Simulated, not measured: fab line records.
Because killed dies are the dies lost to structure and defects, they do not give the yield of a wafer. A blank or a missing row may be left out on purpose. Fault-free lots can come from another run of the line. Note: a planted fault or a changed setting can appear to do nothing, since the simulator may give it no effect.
What tool caused it? | flow sky130 | Sampling: 12 lots, 36 wafers, 6 of 708 route steps

WHAT THE GAUGES READ, wafer by wafer
SKY_LDD_P_CD_MEAS_07: target cd 380 nm. Usual: 379.8 nm for cd_nm, sd 2.7.
lot  | measured     | on        | cd_nm (nm)        | flag
L456 | day 19 16:20 | cd_sem-02 | 378.8 379.9 378.0 |
L457 | day 19 18:07 | cd_sem-02 | 378.9 380.0 376.8 |
L458 | day 20 00:58 | cd_sem-01 | 377.4 378.2 379.0 |
L459 | day 20 06:31 | cd_sem-01 | 378.1 379.4 379.6 |
L460 | day 20 21:02 | cd_sem-02 | 380.9 382.6 379.7 |
L462 | day 21 11:47 | cd_sem-02 | 384.5 383.1 383.7 |
L463 | day 21 23:04 | cd_sem-01 | 377.2 378.3 377.8 |
L464 | day 22 02:34 | cd_sem-01 | 384.2 381.5 382.9 |
L468 | day 23 21:44 | cd_sem-02 | - - -             | OFF
L477 | day 26 14:11 | cd_sem-01 | 380.1 378.6 378.1 |
L479 | day 27 15:16 | cd_sem-02 | 385.7 387.1 387.4 |
L478 | day 27 17:30 | cd_sem-01 | 378.2 379.2 378.0 |

SKY_LDD_P_TW_MEAS_11. Usual: for LDD_P_TW the level is 638 and the standard deviation is 7.4.
lot  | measured     | on            | LDD_P_TW          | flag
L456 | day 19 16:44 | film_metro-02 | 633 628 628       |
L457 | day 19 18:30 | film_metro-04 | 643 646 642       |
L458 | day 20 01:23 | film_metro-03 | 637 640 641       |
L459 | day 20 06:56 | film_metro-03 | 641 642 642       |
L460 | day 20 21:26 | film_metro-04 | 640 644 645       |
L462 | day 21 12:11 | film_metro-02 | 630 632 630       |
L463 | day 21 23:27 | film_metro-02 | 627 630 632       |
L464 | day 22 02:57 | film_metro-03 | 640 638 640       |
L468 | day 23 22:08 | film_metro-02 | 30 30 30 30 30 30 | OFF
L477 | day 26 14:35 | film_metro-04 | 646 647 651       |
L479 | day 27 15:41 | film_metro-04 | 643 639 641       |
L478 | day 27 17:52 | film_metro-02 | 633 631 632       |

SKY_LDD_HVN_TW_MEAS_10. Usual: for LDD_HVN_TW the level is 1446 and the standard deviation is 16.
lot  | measured     | on            | LDD_HVN_TW     | flag
L456 | day 20 23:49 | film_metro-04 | 1460 1456 1454 |
L457 | day 21 02:06 | film_metro-03 | 1464 1455 1458 |
L458 | day 21 08:44 | film_metro-04 | 1470 1462 1467 |
L459 | day 21 13:52 | film_metro-01 | 1431 1427 1431 |
L460 | day 22 04:42 | film_metro-01 | 1436 1439 1430 |
L462 | day 22 19:35 | film_metro-01 | 1426 1435 1429 |
L463 | day 23 06:07 | film_metro-04 | 1467 1465 1466 |
L464 | day 23 10:27 | film_metro-04 | 1458 1463 1465 |
L477 | day 27 19:21 | film_metro-01 | 1421 1426 1431 |
L479 | day 28 20:29 | film_metro-03 | 1441 1445 1446 |
L478 | day 28 22:43 | film_metro-01 | 1425 1427 1425 |

SKY_LDD_HVP_OVL_MEAS_07. Usual: for LDD_HVP_OVL the level is -0.2 nm and the standard deviation is 1.5.
lot  | measured     | on         | LDD_HVP_OVL (nm) | flag
L456 | day 22 06:23 | overlay-02 | 1.9 0.4 0.7      |
L457 | day 22 08:22 | overlay-02 | -1.9 -0.4 -0.6   |
L458 | day 22 15:53 | overlay-02 | -1.7 -1.2 -0.7   |
L459 | day 22 20:29 | overlay-01 | -0.5 -0.2 0.1    |
L460 | day 23 10:28 | overlay-01 | -0.6 0.3 0.7     |
L462 | day 24 01:30 | overlay-01 | -0.9 -1.4 -2.0   |
L463 | day 24 12:17 | overlay-01 | -0.6 -1.0 -1.5   |
L464 | day 24 16:17 | overlay-02 | 3.9 3.0 2.4      |
L477 | day 29 00:05 | overlay-01 | -2.5 -3.6 -2.4   |
L479 | day 30 00:04 | overlay-01 | -0.3 -0.7 -0.3   |
L478 | day 30 02:13 | overlay-02 | 0.0 -2.3 0.1     |

SKY_LDD_HVP_TW_MEAS_10. Usual: for LDD_HVP_TW the level is 453 and the standard deviation is 3.9.
lot  | measured     | on            | LDD_HVP_TW  | flag
L456 | day 22 06:40 | film_metro-01 | 454 455 456 |
L457 | day 22 08:39 | film_metro-01 | 456 454 456 |
L458 | day 22 16:10 | film_metro-02 | 451 451 450 |
L459 | day 22 20:46 | film_metro-02 | 452 447 451 |
L460 | day 23 10:45 | film_metro-01 | 453 454 455 |
L462 | day 24 01:47 | film_metro-03 | 462 461 462 |
L463 | day 24 12:35 | film_metro-02 | 453 450 455 |
L464 | day 24 16:35 | film_metro-01 | 456 456 454 |
L477 | day 29 00:22 | film_metro-03 | 461 459 462 |
L479 | day 30 00:22 | film_metro-01 | 456 455 455 |
L478 | day 30 02:31 | film_metro-02 | 448 450 453 |

WHAT TOOL EACH LOT RAN ON (gives the tool, then ch and the chambers of the sampled wafers, and finally the start)
lot  | SKY_LDD_P_EXPOSE_04
L456 | iline_stepper-01 ch 0, day 19 00:49
L457 | iline_stepper-02 ch 0, day 19 02:13
L458 | iline_stepper-01 ch 0, day 19 09:18
L459 | iline_stepper-01 ch 0, day 19 15:28
L460 | iline_stepper-01 ch 0, day 20 06:02
L462 | iline_stepper-02 ch 0, day 20 19:55
L463 | iline_stepper-02 ch 0, day 21 07:56
L464 | iline_stepper-02 ch 0, day 21 11:31
L468 | iline_stepper-02 ch 0, day 23 06:21
L477 | iline_stepper-02 ch 0, day 25 23:49
L479 | iline_stepper-01 ch 0, day 27 01:48
L478 | iline_stepper-01 ch 0, day 27 02:41
- SKY_LDD_P_EXPOSE_04: exposes mask PSDM, target cd 380 nm.

WHAT THE TOOLS THEMSELVES READ (means of the sampled wafers that have a number; where no wafer has one, the mark that the record gives instead)
SKY_LDD_P_EXPOSE_04. Usual: stage_vel_mm_s 500.04 mm/s, standard deviation 0.22.
lot  | tool             | stage_vel_mm_s (mm/s) | flag
L456 | iline_stepper-01 | 500.13                |
L457 | iline_stepper-02 | 499.91                |
L458 | iline_stepper-01 | 500.23                |
L459 | iline_stepper-01 | 500.04                |
L460 | iline_stepper-01 | 500.13                |
L462 | iline_stepper-02 | 500.12                |
L463 | iline_stepper-02 | 499.84                |
L464 | iline_stepper-02 | 500.15                |
L468 | iline_stepper-02 | 500.23                |
L477 | iline_stepper-02 | 500.06                |
L479 | iline_stepper-01 | 499.88                |
L478 | iline_stepper-01 | 500.15                |

THE ANSWER, worked out from the rows above alone
Rule: take the mean of a lot's wafers that have a number; if it is more than 3 standard deviations from the usual mean, the lot is off. Also off: a lot with no number at a reading for which 4 or more lots have one. Any other lot the step has rows for is counted as sound. Order of review: gauges by route order, followed by the tools' own readings, for which a lot's mean as printed above is used. The first step at which some lot is off is used, and at that step the reading that is off furthest; a lot without a number counts as furthest.
Off: L468 (SKY_LDD_P_CD_MEAS_07, cd_nm). Without a number there: L468.
A tool fits if, at a process step before that reading, it ran every lot that is off, and no sound lot after the first of them. The gauges at SKY_LDD_P_CD_MEAS_07 aren't tried: what is off there is off at SKY_LDD_P_TW_MEAS_11 too, on other tools, and a gauge's error can't cause that. No candidate that was tried fits.

WHAT HAD BEEN PUT IN BY THE SIMULATOR
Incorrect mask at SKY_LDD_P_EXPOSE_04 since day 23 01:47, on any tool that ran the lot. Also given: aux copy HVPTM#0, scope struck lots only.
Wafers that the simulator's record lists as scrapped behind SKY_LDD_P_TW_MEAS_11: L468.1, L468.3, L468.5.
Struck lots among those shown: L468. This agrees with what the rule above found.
